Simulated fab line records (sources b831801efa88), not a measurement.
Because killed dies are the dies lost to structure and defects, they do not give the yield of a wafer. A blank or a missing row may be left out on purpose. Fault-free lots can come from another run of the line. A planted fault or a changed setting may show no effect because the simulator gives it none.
The tool behind it: which one? || flow sky130 || 24 lots with 72 wafers sampled at 6 steps, on a route of 708 steps

== WHAT THE GAUGES SHOWED, per wafer ==
SKY_METAL1_CD_MEAS_15: the cd target is 140 nm.
{"lot": "L074", "measured": "day 32 09:40", "on": "cd_sem-02", "cd_nm (nm)": "141.1 141.9 140.9"}
{"lot": "L075", "measured": "day 32 11:46", "on": "cd_sem-01", "cd_nm (nm)": "137.2 136.6 139.3"}
{"lot": "L076", "measured": "day 33 05:41", "on": "cd_sem-02", "cd_nm (nm)": "137.5 138.0 139.3"}
{"lot": "L077", "measured": "day 33 08:58", "on": "cd_sem-02", "cd_nm (nm)": "140.9 141.1 140.7"}
{"lot": "L078", "measured": "day 33 20:53", "on": "cd_sem-02", "cd_nm (nm)": "138.9 138.4 139.7"}
{"lot": "L079", "measured": "day 34 16:32", "on": "cd_sem-02", "cd_nm (nm)": "140.3 140.1 138.8"}
{"lot": "L080", "measured": "day 34 23:05", "on": "cd_sem-01", "cd_nm (nm)": "138.7 140.8 139.6"}
{"lot": "L081", "measured": "day 35 03:35", "on": "cd_sem-01", "cd_nm (nm)": "141.4 141.5 141.4"}
{"lot": "L082", "measured": "day 35 17:23", "on": "cd_sem-01", "cd_nm (nm)": "141.2 140.3 140.8"}
{"lot": "L083", "measured": "day 35 22:14", "on": "cd_sem-01", "cd_nm (nm)": "138.6 137.5 138.3"}
{"lot": "L085", "measured": "day 36 18:16", "on": "cd_sem-02", "cd_nm (nm)": "141.6 142.5 142.2"}
{"lot": "L084", "measured": "day 36 21:55", "on": "cd_sem-01", "cd_nm (nm)": "140.4 139.5 140.5"}
{"lot": "L087", "measured": "day 37 09:08", "on": "cd_sem-01", "cd_nm (nm)": "138.3 138.6 139.5"}
{"lot": "L086", "measured": "day 37 09:19", "on": "cd_sem-02", "cd_nm (nm)": "142.2 142.4 141.6"}
{"lot": "L088", "measured": "day 37 15:20", "on": "cd_sem-01", "cd_nm (nm)": "141.1 141.6 140.7"}
{"lot": "L090", "measured": "day 37 22:52", "on": "cd_sem-02", "cd_nm (nm)": "140.0 140.8 140.4"}
{"lot": "L089", "measured": "day 37 23:38", "on": "cd_sem-01", "cd_nm (nm)": "139.3 137.3 139.2"}
{"lot": "L091", "measured": "day 38 02:07", "on": "cd_sem-01", "cd_nm (nm)": "137.4 139.5 139.6"}
{"lot": "L093", "measured": "day 38 18:04", "on": "cd_sem-02", "cd_nm (nm)": "142.0 140.2 139.9"}
{"lot": "L092", "measured": "day 38 20:40", "on": "cd_sem-01", "cd_nm (nm)": "136.1 136.6 136.1"}
{"lot": "L094", "measured": "day 39 03:13", "on": "cd_sem-01", "cd_nm (nm)": "140.8 140.7 141.2"}
{"lot": "L095", "measured": "day 39 07:28", "on": "cd_sem-01", "cd_nm (nm)": "139.0 138.5 138.7"}
{"lot": "L096", "measured": "day 39 10:52", "on": "cd_sem-02", "cd_nm (nm)": "139.6 140.9 141.0"}
{"lot": "L097", "measured": "day 39 20:58", "on": "cd_sem-02", "cd_nm (nm)": "138.9 139.7 139.7"}

SKY_VIA1_CD_MEAS_12: the cd target is 150 nm.
{"lot": "L074", "measured": "day 33 13:15", "on": "cd_sem-02", "cd_nm (nm)": "152.4 151.2 152.4"}
{"lot": "L075", "measured": "day 33 16:04", "on": "cd_sem-01", "cd_nm (nm)": "149.0 146.7 145.9"}
{"lot": "L076", "measured": "day 34 10:14", "on": "cd_sem-02", "cd_nm (nm)": "150.3 149.9 148.6"}
{"lot": "L077", "measured": "day 34 12:54", "on": "cd_sem-01", "cd_nm (nm)": "152.0 151.2 151.4"}
{"lot": "L078", "measured": "day 35 00:35", "on": "cd_sem-02", "cd_nm (nm)": "148.6 149.0 148.3"}
{"lot": "L079", "measured": "day 35 20:20", "on": "cd_sem-01", "cd_nm (nm)": "152.3 152.8 152.4"}
{"lot": "L080", "measured": "day 36 02:41", "on": "cd_sem-01", "cd_nm (nm)": "146.9 148.9 147.7"}
{"lot": "L081", "measured": "day 36 07:32", "on": "cd_sem-01", "cd_nm (nm)": "148.0 150.1 148.5"}
{"lot": "L082", "measured": "day 36 20:05", "on": "cd_sem-02", "cd_nm (nm)": "150.7 149.5 149.9"}
{"lot": "L083", "measured": "day 37 01:31", "on": "cd_sem-01", "cd_nm (nm)": "152.0 150.4 153.0"}
{"lot": "L085", "measured": "day 37 22:06", "on": "cd_sem-02", "cd_nm (nm)": "148.3 149.6 148.9"}
{"lot": "L084", "measured": "day 38 01:47", "on": "cd_sem-02", "cd_nm (nm)": "147.5 149.2 148.0"}
{"lot": "L087", "measured": "day 38 12:10", "on": "cd_sem-02", "cd_nm (nm)": "149.7 147.4 147.9"}
{"lot": "L086", "measured": "day 38 12:49", "on": "cd_sem-02", "cd_nm (nm)": "148.0 146.4 145.3"}
{"lot": "L088", "measured": "day 38 19:16", "on": "cd_sem-02", "cd_nm (nm)": "149.2 148.6 149.7"}
{"lot": "L090", "measured": "day 39 02:04", "on": "cd_sem-01", "cd_nm (nm)": "150.9 152.6 151.2"}
{"lot": "L089", "measured": "day 39 02:40", "on": "cd_sem-02", "cd_nm (nm)": "150.0 151.6 151.7"}
{"lot": "L091", "measured": "day 39 05:30", "on": "cd_sem-01", "cd_nm (nm)": "152.2 150.8 150.4"}
{"lot": "L093", "measured": "day 39 20:40", "on": "cd_sem-01", "cd_nm (nm)": "148.9 150.1 146.6"}
{"lot": "L092", "measured": "day 39 23:10", "on": "cd_sem-02", "cd_nm (nm)": "147.4 148.4 148.1"}
{"lot": "L094", "measured": "day 40 05:16", "on": "cd_sem-01", "cd_nm (nm)": "150.4 149.6 149.3"}
{"lot": "L095", "measured": "day 40 09:16", "on": "cd_sem-01", "cd_nm (nm)": "148.7 149.2 147.9"}
{"lot": "L096", "measured": "day 40 13:12", "on": "cd_sem-02", "cd_nm (nm)": "149.6 151.5 150.0"}
{"lot": "L097", "measured": "day 40 22:33", "on": "cd_sem-01", "cd_nm (nm)": "151.0 150.1 149.4"}

SKY_CAPM_OVL_MEAS_12.
{"lot": "L074", "measured": "day 37 00:37", "on": "overlay-02", "CAPM_OVL (nm)": "-2.5 -1.2 -2.5"}
{"lot": "L075", "measured": "day 37 04:40", "on": "overlay-02", "CAPM_OVL (nm)": "1.3 1.2 0.1"}
{"lot": "L076", "measured": "day 37 22:01", "on": "overlay-01", "CAPM_OVL (nm)": "0.0 0.3 -0.7"}
{"lot": "L077", "measured": "day 38 00:49", "on": "overlay-02", "CAPM_OVL (nm)": "-0.9 -0.2 -2.7"}
{"lot": "L078", "measured": "day 38 11:20", "on": "overlay-01", "CAPM_OVL (nm)": "-0.6 -1.0 0.2"}
{"lot": "L079", "measured": "day 39 07:19", "on": "overlay-02", "CAPM_OVL (nm)": "0.6 0.3 -1.3"}
{"lot": "L080", "measured": "day 39 13:41", "on": "overlay-02", "CAPM_OVL (nm)": "-1.1 -0.6 -1.9"}
{"lot": "L081", "measured": "day 39 17:46", "on": "overlay-01", "CAPM_OVL (nm)": "-0.3 0.3 0.7"}
{"lot": "L082", "measured": "day 40 06:26", "on": "overlay-02", "CAPM_OVL (nm)": "0.3 -0.4 -1.1"}
{"lot": "L083", "measured": "day 40 10:47", "on": "overlay-01", "CAPM_OVL (nm)": "-3.2 -1.7 -3.2"}
{"lot": "L085", "measured": "day 41 05:19", "on": "overlay-01", "CAPM_OVL (nm)": "-2.5 -3.5 -0.5"}
{"lot": "L084", "measured": "day 41 09:29", "on": "overlay-01", "CAPM_OVL (nm)": "-1.5 -0.2 -1.5"}
{"lot": "L087", "measured": "day 41 17:44", "on": "overlay-01", "CAPM_OVL (nm)": "-1.0 -2.1 1.0"}
{"lot": "L086", "measured": "day 41 18:50", "on": "overlay-02", "CAPM_OVL (nm)": "-2.3 0.4 -0.5"}
{"lot": "L088", "measured": "day 42 01:11", "on": "overlay-02", "CAPM_OVL (nm)": "-0.3 -1.2 -1.8"}
{"lot": "L090", "measured": "day 42 07:40", "on": "overlay-01", "CAPM_OVL (nm)": "-2.1 -2.9 -1.5"}
{"lot": "L089", "measured": "day 42 07:58", "on": "overlay-02", "CAPM_OVL (nm)": "0.5 0.0 0.5"}
{"lot": "L091", "measured": "day 42 10:40", "on": "overlay-01", "CAPM_OVL (nm)": "-2.2 -1.0 -1.4"}
{"lot": "L093", "measured": "day 42 22:53", "on": "overlay-02", "CAPM_OVL (nm)": "-0.2 -0.1 1.3"}
{"lot": "L092", "measured": "day 43 02:49", "on": "overlay-01", "CAPM_OVL (nm)": "-1.5 -1.8 -2.2"}
{"lot": "L094", "measured": "day 43 08:32", "on": "overlay-02", "CAPM_OVL (nm)": "-0.8 -1.4 -2.3"}
{"lot": "L095", "measured": "day 43 13:01", "on": "overlay-01", "CAPM_OVL (nm)": "0.3 -0.4 -1.0"}
{"lot": "L096", "measured": "day 43 15:59", "on": "overlay-02", "CAPM_OVL (nm)": "0.0 -0.3 0.7"}
{"lot": "L097", "measured": "day 43 23:52", "on": "overlay-01", "CAPM_OVL (nm)": "0.5 -0.7 1.0"}

SKY_METAL3_OVL_MEAS_14.
{"lot": "L074", "measured": "day 38 03:46", "on": "overlay-01", "METAL3_OVL (nm)": "3 5 3"}
{"lot": "L075", "measured": "day 38 07:08", "on": "overlay-02", "METAL3_OVL (nm)": "5 3 8"}
{"lot": "L076", "measured": "day 39 00:20", "on": "overlay-02", "METAL3_OVL (nm)": "3 5 3"}
{"lot": "L077", "measured": "day 39 03:07", "on": "overlay-02", "METAL3_OVL (nm)": "-3 10 -1"}
{"lot": "L078", "measured": "day 39 13:13", "on": "overlay-02", "METAL3_OVL (nm)": "1 0 0"}
{"lot": "L079", "measured": "day 40 09:03", "on": "overlay-02", "METAL3_OVL (nm)": "-7 7 -2"}
{"lot": "L080", "measured": "day 40 14:20", "on": "overlay-02", "METAL3_OVL (nm)": "4 3 -4"}
{"lot": "L081", "measured": "day 40 18:40", "on": "overlay-02", "METAL3_OVL (nm)": "-7 -9 -7"}
{"lot": "L082", "measured": "day 41 06:44", "on": "overlay-01", "METAL3_OVL (nm)": "-1 3 -3"}
{"lot": "L083", "measured": "day 41 11:38", "on": "overlay-02", "METAL3_OVL (nm)": "-9 -3 -5"}
{"lot": "L085", "measured": "day 42 05:51", "on": "overlay-01", "METAL3_OVL (nm)": "0 -3 -2"}
{"lot": "L084", "measured": "day 42 09:01", "on": "overlay-01", "METAL3_OVL (nm)": "-8 -6 2"}
{"lot": "L087", "measured": "day 42 17:34", "on": "overlay-02", "METAL3_OVL (nm)": "10 10 6"}
{"lot": "L086", "measured": "day 42 18:35", "on": "overlay-01", "METAL3_OVL (nm)": "3 2 -2"}
{"lot": "L088", "measured": "day 43 01:28", "on": "overlay-01", "METAL3_OVL (nm)": "-1 -1 -4"}
{"lot": "L090", "measured": "day 43 06:38", "on": "overlay-01", "METAL3_OVL (nm)": "-8 -8 -1"}
{"lot": "L089", "measured": "day 43 07:12", "on": "overlay-02", "METAL3_OVL (nm)": "3 1 11"}
{"lot": "L091", "measured": "day 43 10:22", "on": "overlay-02", "METAL3_OVL (nm)": "8 1 -4"}
{"lot": "L093", "measured": "day 43 21:56", "on": "overlay-01", "METAL3_OVL (nm)": "-7 3 5"}
{"lot": "L092", "measured": "day 44 02:01", "on": "overlay-01", "METAL3_OVL (nm)": "-3 -2 -4"}
{"lot": "L094", "measured": "day 44 08:05", "on": "overlay-01", "METAL3_OVL (nm)": "0 -5 0"}
{"lot": "L095", "measured": "day 44 12:20", "on": "overlay-01", "METAL3_OVL (nm)": "8 3 5"}
{"lot": "L096", "measured": "day 44 14:56", "on": "overlay-01", "METAL3_OVL (nm)": "-6 -7 -9"}
{"lot": "L097", "measured": "day 44 22:43", "on": "overlay-01", "METAL3_OVL (nm)": "2 -2 5"}

== WHICH TOOL RAN EACH LOT (tool, then ch and the chambers of the sampled wafers, then the start) ==
{"lot": "L074", "SKY_METAL1_DESCUM_17": "rie_metal-01 ch 0,1, day 32 09:49", "SKY_VIA2_CMP_02": "cmp-01 ch 0,1,3, day 34 18:26"}
{"lot": "L075", "SKY_METAL1_DESCUM_17": "rie_metal-04 ch 0,1, day 32 11:55", "SKY_VIA2_CMP_02": "cmp-01 ch 0,1,2, day 34 21:50"}
{"lot": "L076", "SKY_METAL1_DESCUM_17": "rie_metal-04 ch 0,1, day 33 05:49", "SKY_VIA2_CMP_02": "cmp-01 ch 0,1,2, day 35 15:41"}
{"lot": "L077", "SKY_METAL1_DESCUM_17": "rie_metal-03 ch 0,1, day 33 09:08", "SKY_VIA2_CMP_02": "cmp-02 ch 0,1,2, day 35 18:08"}
{"lot": "L078", "SKY_METAL1_DESCUM_17": "rie_metal-01 ch 0,1, day 33 21:02", "SKY_VIA2_CMP_02": "cmp-02 ch 1,2,3, day 36 05:23"}
{"lot": "L079", "SKY_METAL1_DESCUM_17": "rie_metal-01 ch 1, day 34 16:41", "SKY_VIA2_CMP_02": "cmp-02 ch 0,2, day 37 01:11"}
{"lot": "L080", "SKY_METAL1_DESCUM_17": "rie_metal-03 ch 0,1, day 34 23:13", "SKY_VIA2_CMP_02": "cmp-02 ch 0,1,2, day 37 08:00"}
{"lot": "L081", "SKY_METAL1_DESCUM_17": "rie_metal-01 ch 1, day 35 03:44", "SKY_VIA2_CMP_02": "cmp-01 ch 0,3, day 37 12:24"}
{"lot": "L082", "SKY_METAL1_DESCUM_17": "rie_metal-04 ch 0,1, day 35 17:32", "SKY_VIA2_CMP_02": "cmp-01 ch 0,1,2, day 38 01:40"}
{"lot": "L083", "SKY_METAL1_DESCUM_17": "rie_metal-01 ch 1, day 35 22:23", "SKY_VIA2_CMP_02": "cmp-02 ch 0,1,3, day 38 06:16"}
{"lot": "L085", "SKY_METAL1_DESCUM_17": "rie_metal-04 ch 0,1, day 36 18:26", "SKY_VIA2_CMP_02": "cmp-01 ch 1,2, day 39 02:32"}
{"lot": "L084", "SKY_METAL1_DESCUM_17": "rie_metal-03 ch 0,1, day 36 22:02", "SKY_VIA2_CMP_02": "cmp-02 ch 1,2, day 39 06:34"}
{"lot": "L087", "SKY_METAL1_DESCUM_17": "rie_metal-03 ch 0, day 37 09:17", "SKY_VIA2_CMP_02": "cmp-02 ch 0,1,3, day 39 16:03"}
{"lot": "L086", "SKY_METAL1_DESCUM_17": "rie_metal-01 ch 0,1, day 37 09:28", "SKY_VIA2_CMP_02": "cmp-02 ch 2,3, day 39 17:06"}
{"lot": "L088", "SKY_METAL1_DESCUM_17": "rie_metal-03 ch 0, day 37 15:29", "SKY_VIA2_CMP_02": "cmp-02 ch 0,1, day 39 23:04"}
{"lot": "L090", "SKY_METAL1_DESCUM_17": "rie_metal-03 ch 0, day 37 23:02", "SKY_VIA2_CMP_02": "cmp-02 ch 0,3, day 40 06:07"}
{"lot": "L089", "SKY_METAL1_DESCUM_17": "rie_metal-01 ch 0,1, day 37 23:46", "SKY_VIA2_CMP_02": "cmp-01 ch 1,2, day 40 06:30"}
{"lot": "L091", "SKY_METAL1_DESCUM_17": "rie_metal-01 ch 0,1, day 38 02:16", "SKY_VIA2_CMP_02": "cmp-01 ch 1,2,3, day 40 09:32"}
{"lot": "L093", "SKY_METAL1_DESCUM_17": "rie_metal-04 ch 0,1, day 38 18:11", "SKY_VIA2_CMP_02": "cmp-01 ch 0,3, day 40 23:32"}
{"lot": "L092", "SKY_METAL1_DESCUM_17": "rie_metal-01 ch 0,1, day 38 20:49", "SKY_VIA2_CMP_02": "cmp-01 ch 0,1,3, day 41 02:35"}
{"lot": "L094", "SKY_METAL1_DESCUM_17": "rie_metal-01 ch 0,1, day 39 03:22", "SKY_VIA2_CMP_02": "cmp-01 ch 0,2,3, day 41 08:01"}
{"lot": "L095", "SKY_METAL1_DESCUM_17": "rie_metal-04 ch 0,1, day 39 07:38", "SKY_VIA2_CMP_02": "cmp-02 ch 0,1,2, day 41 12:24"}
{"lot": "L096", "SKY_METAL1_DESCUM_17": "rie_metal-01 ch 0,1, day 39 11:01", "SKY_VIA2_CMP_02": "cmp-01 ch 0,1,2, day 41 15:53"}
{"lot": "L097", "SKY_METAL1_DESCUM_17": "rie_metal-01 ch 0,1, day 39 21:08", "SKY_VIA2_CMP_02": "cmp-01 ch 0,1,3, day 42 00:20"}
- SKY_METAL1_DESCUM_17: chemistry O2, time 8 s.
- SKY_VIA2_CMP_02: polishes SiO2.

== AS READ BY THE TOOLS THEMSELVES (means over the sampled wafers that have a number; for cases with no such wafer, the mark the record gives instead) ==
SKY_METAL1_DESCUM_17.
{"lot": "L074", "tool": "rie_metal-01", "drypump_motor_current_A (A)": 6.2, "oes_product_au (a.u.)": 0.998, "temp_c (C)": 39.94}
{"lot": "L075", "tool": "rie_metal-04", "drypump_motor_current_A (A)": 5.4, "oes_product_au (a.u.)": 1.019, "temp_c (C)": 40.07}
{"lot": "L076", "tool": "rie_metal-04", "drypump_motor_current_A (A)": 5.9, "oes_product_au (a.u.)": 0.998, "temp_c (C)": 40.14}
{"lot": "L077", "tool": "rie_metal-03", "drypump_motor_current_A (A)": 5.3, "oes_product_au (a.u.)": 1.021, "temp_c (C)": 39.99}
{"lot": "L078", "tool": "rie_metal-01", "drypump_motor_current_A (A)": 6.2, "oes_product_au (a.u.)": 1.010, "temp_c (C)": 40.00}
{"lot": "L079", "tool": "rie_metal-01", "drypump_motor_current_A (A)": 6.2, "oes_product_au (a.u.)": 1.000, "temp_c (C)": 40.00}
{"lot": "L080", "tool": "rie_metal-03", "drypump_motor_current_A (A)": 5.4, "oes_product_au (a.u.)": 0.996, "temp_c (C)": 40.00}
{"lot": "L081", "tool": "rie_metal-01", "drypump_motor_current_A (A)": 6.3, "oes_product_au (a.u.)": 0.991, "temp_c (C)": 40.04}
{"lot": "L082", "tool": "rie_metal-04", "drypump_motor_current_A (A)": 5.9, "oes_product_au (a.u.)": 1.005, "temp_c (C)": 40.06}
{"lot": "L083", "tool": "rie_metal-01", "drypump_motor_current_A (A)": 6.3, "oes_product_au (a.u.)": 0.995, "temp_c (C)": 40.00}
{"lot": "L085", "tool": "rie_metal-04", "drypump_motor_current_A (A)": 5.9, "oes_product_au (a.u.)": 1.010, "temp_c (C)": 40.07}
{"lot": "L084", "tool": "rie_metal-03", "drypump_motor_current_A (A)": 5.2, "oes_product_au (a.u.)": 1.003, "temp_c (C)": 39.99}
{"lot": "L087", "tool": "rie_metal-03", "drypump_motor_current_A (A)": 5.5, "oes_product_au (a.u.)": 0.982, "temp_c (C)": 39.97}
{"lot": "L086", "tool": "rie_metal-01", "drypump_motor_current_A (A)": 6.2, "oes_product_au (a.u.)": 1.003, "temp_c (C)": 40.08}
{"lot": "L088", "tool": "rie_metal-03", "drypump_motor_current_A (A)": 5.5, "oes_product_au (a.u.)": 0.997, "temp_c (C)": 39.95}
{"lot": "L090", "tool": "rie_metal-03", "drypump_motor_current_A (A)": 5.5, "oes_product_au (a.u.)": 0.979, "temp_c (C)": 39.92}
{"lot": "L089", "tool": "rie_metal-01", "drypump_motor_current_A (A)": 6.2, "oes_product_au (a.u.)": 0.997, "temp_c (C)": 39.95}
{"lot": "L091", "tool": "rie_metal-01", "drypump_motor_current_A (A)": 6.3, "oes_product_au (a.u.)": 1.006, "temp_c (C)": 39.95}
{"lot": "L093", "tool": "rie_metal-04", "drypump_motor_current_A (A)": 5.4, "oes_product_au (a.u.)": 1.005, "temp_c (C)": 39.92}
{"lot": "L092", "tool": "rie_metal-01", "drypump_motor_current_A (A)": 6.2, "oes_product_au (a.u.)": 0.997, "temp_c (C)": 39.98}
{"lot": "L094", "tool": "rie_metal-01", "drypump_motor_current_A (A)": 6.2, "oes_product_au (a.u.)": 0.998, "temp_c (C)": 40.02}
{"lot": "L095", "tool": "rie_metal-04", "drypump_motor_current_A (A)": 5.9, "oes_product_au (a.u.)": 1.011, "temp_c (C)": 39.92}
{"lot": "L096", "tool": "rie_metal-01", "drypump_motor_current_A (A)": 6.3, "oes_product_au (a.u.)": 1.000, "temp_c (C)": 39.92}
{"lot": "L097", "tool": "rie_metal-01", "drypump_motor_current_A (A)": 6.3, "oes_product_au (a.u.)": 0.986, "temp_c (C)": 39.96}

SKY_VIA2_CMP_02.
{"lot": "L074", "tool": "cmp-01", "motor_current_A (A)": 11.7}
{"lot": "L075", "tool": "cmp-01", "motor_current_A (A)": 12.5}
{"lot": "L076", "tool": "cmp-01", "motor_current_A (A)": 12.2}
{"lot": "L077", "tool": "cmp-02", "motor_current_A (A)": 10.9}
{"lot": "L078", "tool": "cmp-02", "motor_current_A (A)": 11.2}
{"lot": "L079", "tool": "cmp-02", "motor_current_A (A)": 10.5}
{"lot": "L080", "tool": "cmp-02", "motor_current_A (A)": 11.0}
{"lot": "L081", "tool": "cmp-01", "motor_current_A (A)": 10.9}
{"lot": "L082", "tool": "cmp-01", "motor_current_A (A)": 12.4}
{"lot": "L083", "tool": "cmp-02", "motor_current_A (A)": 11.1}
{"lot": "L085", "tool": "cmp-01", "motor_current_A (A)": 12.9}
{"lot": "L084", "tool": "cmp-02", "motor_current_A (A)": 11.3}
{"lot": "L087", "tool": "cmp-02", "motor_current_A (A)": 11.2}
{"lot": "L086", "tool": "cmp-02", "motor_current_A (A)": 10.2}
{"lot": "L088", "tool": "cmp-02", "motor_current_A (A)": 11.2}
{"lot": "L090", "tool": "cmp-02", "motor_current_A (A)": 10.9}
{"lot": "L089", "tool": "cmp-01", "motor_current_A (A)": 13.2}
{"lot": "L091", "tool": "cmp-01", "motor_current_A (A)": 12.7}
{"lot": "L093", "tool": "cmp-01", "motor_current_A (A)": 11.2}
{"lot": "L092", "tool": "cmp-01", "motor_current_A (A)": 11.8}
{"lot": "L094", "tool": "cmp-01", "motor_current_A (A)": 11.7}
{"lot": "L095", "tool": "cmp-02", "motor_current_A (A)": 11.1}
{"lot": "L096", "tool": "cmp-01", "motor_current_A (A)": 12.2}
{"lot": "L097", "tool": "cmp-01", "motor_current_A (A)": 11.3}

== THE ANSWER, worked out from the rows above alone ==
Rule: usual is defined by the lots themselves. The widest of any qualifying gaps counts: lots, ordered by their means at a reading, are off when they make up no more than a third of the lots, leave a main group of 4 or more, and stand apart from it by 3 or more times the standard deviation of that group's means. A main group is skipped when, at the precision printed for the reading in the tables above, its means are all equal. Also off: a lot with no number at a reading for which 4 or more lots have one. Any other lot the step has rows for is counted as sound. Order of review: gauges by route order, followed by the tools' own readings, for which a lot's mean as printed above is used. At the first step where some lot is off, the reading lying furthest off is the one used; lots without a number count as furthest.
Across all readings shown, no lot is off: no conclusion can be drawn from this.

== WHAT THE SIMULATOR HAD INSERTED ==
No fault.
